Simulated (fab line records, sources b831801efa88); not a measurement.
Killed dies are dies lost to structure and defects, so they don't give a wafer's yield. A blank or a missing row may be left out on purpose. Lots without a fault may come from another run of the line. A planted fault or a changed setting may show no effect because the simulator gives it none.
Which tool did it? | flow sky130 | 14 lots, 42 wafers sampled, at 4 steps of a route of 708

WHAT THE GAUGES READ, wafer by wafer
SKY_SD_N_RS_MEAS_18: measures by four-point-probe. Usual: RES_XHIGH_RS 333.7 ohm/sq, standard deviation 1.2.
lot  | measured     | on            | RES_XHIGH_RS (ohm/sq) | flag
L178 | day 29 00:52 | film_metro-03 | 333.8 333.5 334.6     |
L181 | day 29 01:31 | film_metro-03 | 333.6 333.3 333.1     |
L182 | day 29 09:30 | film_metro-02 | 332.3 333.7 332.3     |
L183 | day 29 20:04 | film_metro-02 | 335.4 334.1 334.6     |
L184 | day 30 03:43 | film_metro-03 | 334.8 333.4 335.4     |
L185 | day 30 12:48 | film_metro-02 | 331.1 330.3 332.3     |
L187 | day 31 05:24 | film_metro-03 | 332.2 333.7 332.4     |
L189 | day 31 16:29 | film_metro-02 | 334.2 334.3 333.9     |
L191 | day 32 14:55 | film_metro-03 | 335.6 334.0 335.3     |
L193 | day 33 03:00 | film_metro-03 | 335.4 334.9 334.9     |
L198 | day 35 03:37 | film_metro-02 | 334.3 335.0 333.8     |
L199 | day 35 06:12 | film_metro-04 | 332.5 332.9 334.4     |
L200 | day 35 06:54 | film_metro-04 | 333.0 333.0 333.2     |
L201 | day 35 14:48 | film_metro-04 | 331.2 333.5 332.5     |

SKY_LOCAL_INTERCONNECT_THK_MEAS_02: measures by xrf. Usual: LOCAL_INTERCONNECT_TIN_THK 100.0 nm, standard deviation 1.5.
lot  | measured     | on            | LOCAL_INTERCONNECT_TIN_THK (nm) | flag
L178 | day 30 07:20 | film_metro-01 | 98.3 98.5 98.1                  |
L181 | day 30 07:58 | film_metro-04 | 104.0 102.5 101.8               |
L182 | day 30 15:52 | film_metro-02 | 100.7 100.8 98.8                |
L183 | day 31 02:28 | film_metro-02 | 99.7 99.5 100.3                 |
L184 | day 31 09:50 | film_metro-02 | 102.7 102.3 101.5               |
L185 | day 31 18:37 | film_metro-04 | 102.3 102.1 103.8               |
L187 | day 32 11:18 | film_metro-04 | 101.1 100.8 100.2               |
L189 | day 32 21:20 | film_metro-02 | 99.5 99.5 99.7                  |
L191 | day 33 19:17 | film_metro-01 | 100.0 101.8 100.4               |
L193 | day 34 07:30 | film_metro-01 | 101.5 102.1 100.6               |
L198 | day 36 08:05 | film_metro-02 | 99.9 99.8 98.7                  |
L199 | day 36 10:10 | film_metro-04 | 99.0 99.5 100.5                 |
L200 | day 36 11:34 | film_metro-01 | 98.4 98.3 98.2                  |
L201 | day 36 18:44 | film_metro-02 | 100.9 100.2 101.3               |

SKY_LOCAL_INTERCONNECT_OVL_MEAS_12. Usual: LOCAL_INTERCONNECT_OVL -3 nm, standard deviation 5.
lot  | measured     | on         | LOCAL_INTERCONNECT_OVL (nm) | flag
L178 | day 31 11:06 | overlay-02 | 0 -2 -2                     |
L181 | day 31 12:02 | overlay-02 | -4 -10 -10                  |
L182 | day 31 18:28 | overlay-02 | -6 3 -7                     |
L183 | day 32 05:24 | overlay-02 | -11 -5 -4                   |
L184 | day 32 12:55 | overlay-01 | -5 -2 -1                    |
L185 | day 32 21:35 | overlay-02 | -5 -5 0                     |
L187 | day 33 14:23 | overlay-01 | -3 3 -4                     |
L189 | day 33 23:37 | overlay-02 | -3 -4 2                     |
L191 | day 34 21:40 | overlay-02 | -10 -5 -5                   |
L193 | day 35 09:32 | overlay-01 | -10 2 -11                   |
L198 | day 37 09:36 | overlay-01 | -11 -11 -5                  |
L199 | day 37 11:43 | overlay-02 | -7 -8 -4                    |
L200 | day 37 13:14 | overlay-01 | 3 5 5                       |
L201 | day 37 19:18 | overlay-02 | -9 -9 -13                   |

WHICH TOOL RAN EACH LOT (tool, then ch and the chambers of the sampled wafers, then the start)
lot  | SKY_SD_N_RTA_14
L178 | rtp_anneal-01 ch 0, day 29 00:26
L181 | rtp_anneal-02 ch 0, day 29 01:05
L182 | rtp_anneal-01 ch 0, day 29 09:05
L183 | rtp_anneal-02 ch 0, day 29 19:39
L184 | rtp_anneal-01 ch 0, day 30 03:17
L185 | rtp_anneal-02 ch 0, day 30 12:23
L187 | rtp_anneal-02 ch 0, day 31 04:58
L189 | rtp_anneal-02 ch 0, day 31 16:03
L191 | rtp_anneal-02 ch 0, day 32 14:29
L193 | rtp_anneal-02 ch 0, day 33 02:35
L198 | rtp_anneal-01 ch 0, day 35 03:11
L199 | rtp_anneal-01 ch 0, day 35 05:46
L200 | rtp_anneal-01 ch 0, day 35 06:29
L201 | rtp_anneal-02 ch 0, day 35 14:23
- SKY_SD_N_RTA_14: time 2 s.

WHAT THE TOOLS THEMSELVES READ (means of the sampled wafers that have a number; where no wafer has one, the mark that the record gives instead)
SKY_SD_N_RTA_14. Usual: lamp_power_pct 15.74 %, standard deviation 0.054; ramp_up_c_per_s 150.00, standard deviation 0.029; wafer_temp_C_max 1078.1, standard deviation 1.4.
lot  | tool          | lamp_power_pct (%) | ramp_up_c_per_s | wafer_temp_C_max | flag
L178 | rtp_anneal-01 | 15.75              | 150.00          | 1078.5           |
L181 | rtp_anneal-02 | 15.76              | 149.99          | 1078.4           |
L182 | rtp_anneal-01 | 15.74              | 150.01          | 1078.4           |
L183 | rtp_anneal-02 | 15.66              | 149.99          | 1077.8           |
L184 | rtp_anneal-01 | 15.73              | 149.98          | 1079.5           |
L185 | rtp_anneal-02 | 15.80              | 150.03          | 1078.7           |
L187 | rtp_anneal-02 | 15.70              | 150.01          | 1077.8           |
L189 | rtp_anneal-02 | 15.74              | 149.99          | 1076.7           |
L191 | rtp_anneal-02 | 15.75              | 44.97           | 1078.3           | OFF
L193 | rtp_anneal-02 | 15.74              | 44.98           | 1078.5           | OFF
L198 | rtp_anneal-01 | 15.74              | 150.01          | 1078.7           |
L199 | rtp_anneal-01 | 15.73              | 150.00          | 1078.0           |
L200 | rtp_anneal-01 | 15.76              | 149.98          | 1075.8           |
L201 | rtp_anneal-02 | 15.68              | 150.01          | 1078.0           |

THE ANSWER, worked out from the rows above alone
Rule: a lot is off if the mean of its wafers that have a number lies more than 3 standard deviations from the usual mean. A lot without any number at a reading at which 4 lots or more have one is off too. The other lots that the step has rows for count as sound. The gauges are gone through in route order, then the tools' own readings, and for those a lot's mean is taken as printed above. The first step at which some lot is off is used, and at that step the reading that is off furthest; a lot without a number counts as furthest.
Off: L191, L193, at SKY_SD_N_RTA_14 (ramp_up_c_per_s).
A tool fits if, at that step or a process step before it, it ran every lot that is off, and no sound lot after the first of them. None of those tried fits.

WHAT THE SIMULATOR HAD PUT IN
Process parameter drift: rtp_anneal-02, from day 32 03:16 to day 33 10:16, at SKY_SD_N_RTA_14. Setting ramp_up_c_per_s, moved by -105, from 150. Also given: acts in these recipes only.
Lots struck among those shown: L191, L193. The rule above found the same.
